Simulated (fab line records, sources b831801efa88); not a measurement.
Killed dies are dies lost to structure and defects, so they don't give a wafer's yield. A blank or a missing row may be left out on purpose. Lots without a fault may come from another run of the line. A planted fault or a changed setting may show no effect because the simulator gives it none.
fab line records | flow sky130 | part 2 of 2: steps 32 to 42 of 42
record lots=5 wafers=15 last_day=50
route steps=708 shown SD_P@325 RES_XHIGH@332 SD_N@342 SALICIDE@361 LI_CONTACT@362
lots that met no fault: from a run of the same line without faults
start_h: hours from the record's first day to the start of the lot's first wafer shown | wait_h: hours since the lot's step before | " the same as in the row above | L1.1+2: a row that stands for several wafers | - no value, or no start given | * or withheld: withheld | < > ~ a bound
route shown NAME@n: a module of which the file shows steps, and the number in the route of the first | usual: mean/standard deviation of fault-free wafers | same: alike in all rows | chamber/n: place in a boat | sites: the reading at each site | _std_site: their standard deviation | _edge_site: outer sites' mean less inner sites' | radius_mm: how far each site lies from the wafer's centre | mask NAME#n: copy n | behind: the tool/chamber that last shaped the wafer | hold: why the lot was held/for how many hours/how that ended | device: the transistor (n, p or np) that didn't switch | end of line: the same wafers' tests at the end of the route | a step without rows: its recipe alone | killed: dies lost to structure and defects at the first sort, not the wafer's yield | map: a wafer's dies, x killed, . not, _ none there
set.NAME: the setting as run; set.NAME@STEP: as run at that earlier step | model.NAME: the simulator's own value behind a step, which no gauge read
lots at some steps of the route; a table a step, a row a wafer
services: from which hour (start_h, from the record's first day; less than 0 if before it) a tool's chamber was out of use, for how many hours, and why
## steps
# step SKY_SD_N_RTA_14
# recipe temp_c=1075 time_s=2 idle_temp_c=650 ramp_up_c_per_s=150 ramp_down_c_per_s=90 ambient=N2
# usual chamber_o2_ppm=1.996/0.022 lamp_power_pct=15.73/0.052 wafer_temp_C_max=1077.9/1.3
# columns lot.wafer tool chamber start_h wait_h chamber_o2_ppm lamp_power_pct wafer_temp_C_max
L082.2 rtp_anneal-02 0 718.92 0.0 1.953 15.64 1080.5
L082.3 " 0 " " 2.009 15.69 1079.7
L082.6 " 0 " " 1.948 15.65 1080.1
L090.1 rtp_anneal-01 0 776.03 0.0 2.006 15.74 1078.6
L090.2 " 0 " " 2.015 15.80 1076.6
L090.4 " 0 " " 2.031 15.65 1077.3
L091.1 rtp_anneal-02 0 777.35 0.0 1.964 15.72 1076.7
L091.3 " 0 " " 1.985 15.75 1077.7
L091.5 " 0 " " 1.967 15.67 1076.9
L092.3 rtp_anneal-01 0 788.36 0.0 1.989 15.77 1076.0
L092.5 " 0 " " 1.996 15.73 1077.1
L092.6 " 0 " " 2.010 15.78 1078.8
L097.3 rtp_anneal-02 0 818.34 0.0 2.014 15.73 1080.7
L097.4 " 0 " " 2.016 15.69 1079.8
L097.5 " 0 " " 2.021 15.76 1078.5
# step SKY_SD_N_RS_MEAS_16
# recipe thk_meas_gauge=four-point-probe
# usual SD_N_RS=68.59/0.11
# columns lot.wafer tool chamber start_h wait_h SD_N_RS[ohm/sq]
L082.2 film_metro-03 - 719.10 0.1 68.29
L082.3 " - " " 68.54
L082.6 " - " " 68.49
L090.1 film_metro-01 - 776.20 0.1 68.56
L090.2 " - " " 68.56
L090.4 " - " " 68.69
L091.1 film_metro-01 - 777.53 0.1 68.61
L091.3 " - " " 68.46
L091.5 " - " " 68.64
L092.3 film_metro-04 - 788.56 0.1 68.60
L092.5 " - " " 68.52
L092.6 " - " " 68.64
L097.3 film_metro-03 - 818.53 0.1 68.51
L097.4 " - " " 68.42
L097.5 " - " " 68.70
# step SKY_SD_N_RS_MEAS_17
# recipe thk_meas_gauge=four-point-probe
# usual SD_P_RS=147.1/0.36
# columns lot.wafer tool chamber start_h wait_h SD_P_RS[ohm/sq]
L082.2 film_metro-03 - 719.22 0.1 146.5
L082.3 " - " " 147.0
L082.6 " - " " 146.6
L090.1 film_metro-01 - 776.32 0.1 147.3
L090.2 " - " " 147.4
L090.4 " - " " 147.1
L091.1 film_metro-01 - 777.65 0.1 147.1
L091.3 " - " " 146.9
L091.5 " - " " 147.3
L092.3 film_metro-04 - 788.68 0.1 147.0
L092.5 " - " " 147.3
L092.6 " - " " 146.9
L097.3 film_metro-03 - 818.65 0.1 146.6
L097.4 " - " " 146.6
L097.5 " - " " 147.1
# step SKY_SD_N_RS_MEAS_18
# recipe thk_meas_gauge=four-point-probe
# usual RES_XHIGH_RS=333.4/1.3
# columns lot.wafer tool chamber start_h wait_h RES_XHIGH_RS[ohm/sq]
L082.2 film_metro-03 - 719.34 0.1 331.7
L082.3 " - " " 331.9
L082.6 " - " " 333.0
L090.1 film_metro-01 - 776.44 0.1 333.1
L090.2 " - " " 333.8
L090.4 " - " " 333.9
L091.1 film_metro-01 - 777.77 0.1 334.3
L091.3 " - " " 335.0
L091.5 " - " " 333.9
L092.3 film_metro-04 - 788.80 0.1 333.9
L092.5 " - " " 335.2
L092.6 " - " " 335.5
L097.3 film_metro-03 - 818.77 0.1 332.1
L097.4 " - " " 332.4
L097.5 " - " " 331.9
# step SKY_SALICIDE_CLEAN_00
# recipe chemistry=HF-last time_s=30 dilution=100:1 dry=ipa_marangoni
# columns lot.wafer tool chamber start_h wait_h
L082.2+3+6 wet_bench-02 1 719.44 0.1
L090.1+2+4 wet_bench-03 0 776.56 0.1
L091.1+3+5 wet_bench-02 0 777.89 0.1
L092.3+5+6 wet_bench-04 2 788.88 0.1
L097.3+4+5 wet_bench-03 1 818.85 0.1
# step SKY_LI_CONTACT_HDPCVD_00
# recipe material=PSG target_thk_nm=930 sigma_open_frac=0.3 time_s=155 temp_c=600 sih4_flow_sccm=60 pressure_mtorr=6
# columns lot.wafer tool chamber start_h wait_h
L082.2+3+6 hdpcvd-02 2,1,1 719.48 0.0
L090.1+2+4 hdpcvd-01 2,0,0 776.58 0.0
L091.1+3+5 hdpcvd-02 1,2,2 777.91 0.0
L092.3+5+6 hdpcvd-02 0,2,1 788.90 0.0
L097.3+4+5 hdpcvd-02 1,0,2 818.87 0.0
# step SKY_LI_CONTACT_THK_MEAS_01
# recipe reads=PSG_of_LI_CONTACT_HDPCVD_00
# usual LI_CONTACT_HDPCVD_THK=929/9.1
# columns lot.wafer tool chamber start_h wait_h LI_CONTACT_HDPCVD_THK[nm]
L082.2 film_metro-04 - 719.59 0.1 936
L082.3 " - " " 933
L082.6 " - " " 936
L090.1 film_metro-03 - 776.68 0.1 918
L090.2 " - " " 932
L090.4 " - " " 938
L091.1 film_metro-03 - 778.01 0.1 939
L091.3 " - " " 941
L091.5 " - " " 925
L092.3 film_metro-03 - 789.02 0.1 939
L092.5 " - " " 933
L092.6 " - " " 939
L097.3 film_metro-04 - 818.99 0.1 941
L097.4 " - " " 935
L097.5 " - " " 932
# step SKY_LI_CONTACT_CMP_02
# recipe material=PSG down_force_psi=4 platen_rpm=60 pad_velocity_m_s=0.94248
# usual head_pressure_psi=4.001/0.0095 motor_current_A=12.9/1.3 time_to_endpoint_s=32.7/2.7
# columns lot.wafer tool chamber start_h wait_h head_pressure_psi motor_current_A time_to_endpoint_s
L082.3 cmp-02 2 719.64 0.0 4.004 15.3 30.2
L082.2 " 0 " " 3.997 12.5 32.0
L082.6 " 2 " " 4.012 14.5 32.4
L090.2 cmp-02 2 776.79 0.1 3.995 14.7 29.1
L090.4 " 3 " " 4.003 13.3 31.9
L090.1 " 0 " " 4.002 12.1 27.9
L091.3 cmp-01 2 778.17 0.1 4.010 11.6 32.1
L091.1 " 3 " " 4.003 11.2 37.0
L091.5 " 0 " " 4.016 11.8 29.4
L092.3 cmp-02 2 789.06 0.0 3.995 14.3 32.8
L092.6 " 2 " " 3.999 14.8 32.9
L092.5 " 3 " " 4.011 12.6 31.4
L097.4 cmp-02 2 819.08 0.1 4.005 14.6 32.1
L097.3 " 0 " " 3.998 12.9 32.8
L097.5 " 1 " " 3.995 14.2 34.3
# step SKY_LI_CONTACT_BOW_MEAS_03
# recipe mode=bow
# usual LI_CONTACT_BOW=54/6.9
# columns lot.wafer tool chamber start_h wait_h LI_CONTACT_BOW[um]
L082.2 film_metro-03 - 719.96 0.2 61
L082.3 " - " " 54
L082.6 " - " " 51
L090.1 film_metro-01 - 777.04 0.1 58
L090.2 " - " " 62
L090.4 " - " " 68
L091.1 film_metro-03 - 778.37 0.1 47
L091.3 " - " " 50
L091.5 " - " " 57
L092.3 film_metro-04 - 789.40 0.3 50
L092.5 " - " " 49
L092.6 " - " " 69
L097.3 film_metro-04 - 819.37 0.1 49
L097.4 " - " " 51
L097.5 " - " " 48
# step SKY_LI_CONTACT_DEHYDRATE_04
# recipe temp_c=200 time_s=60
# columns lot.wafer tool chamber start_h wait_h
L082.2+3+6 litho_track-04 0 732.66 12.7
L090.1+2+4 litho_track-04 0 788.94 11.9
L091.1+3+5 litho_track-03 0 790.30 11.9
L092.3+5+6 litho_track-04 0 802.84 13.4
L097.3+4+5 litho_track-04 0 832.49 13.1
# step SKY_LI_CONTACT_HMDS_05
# recipe prime_time_s=60 prime_temp_c=120
# columns lot.wafer tool chamber start_h wait_h
L082.2+3+6 litho_track-04 0 732.81 0.1
L090.1+2+4 litho_track-04 0 789.09 0.1
L091.1+3+5 litho_track-03 0 790.45 0.1
L092.3+5+6 litho_track-04 0 802.99 0.1
L097.3+4+5 litho_track-04 0 832.64 0.1
## services
# columns tool chamber start_h hours kind
cmp-02 - 642.83 1.9 repair
plasma_asher-04 - 643.86 1.8 repair
implanter-04 - 646.51 3.5 pm
hdpcvd-02 - 665.82 14.6 pm
plasma_asher-01 - 682.50 3.4 repair
plasma_asher-04 - 703.84 1.4 repair
iline_stepper-02 - 713.19 1.7 pm
iline_stepper-02 - 727.85 8.9 pm
hdpcvd-02 - 731.60 1.3 repair
implanter-04 - 731.90 1.4 repair
plasma_asher-02 - 733.75 9.0 pm
implanter-04 - 736.42 1.0 repair
iline_stepper-01 - 736.78 1.7 pm
implanter-03 - 742.58 4.0 repair
implanter-04 - 743.80 0.7 repair
plasma_asher-03 - 747.25 0.9 repair
implanter-03 - 755.26 2.0 repair
plasma_asher-01 - 770.33 11.5 repair
cmp-02 - 781.79 1.9 repair
implanter-02 - 787.49 5.5 pm
cmp-02 - 792.16 1.1 repair
hdpcvd-02 0 801.01 1.7 repair
cmp-02 - 828.03 1.5 repair
cmp-02 - 830.16 1.5 repair
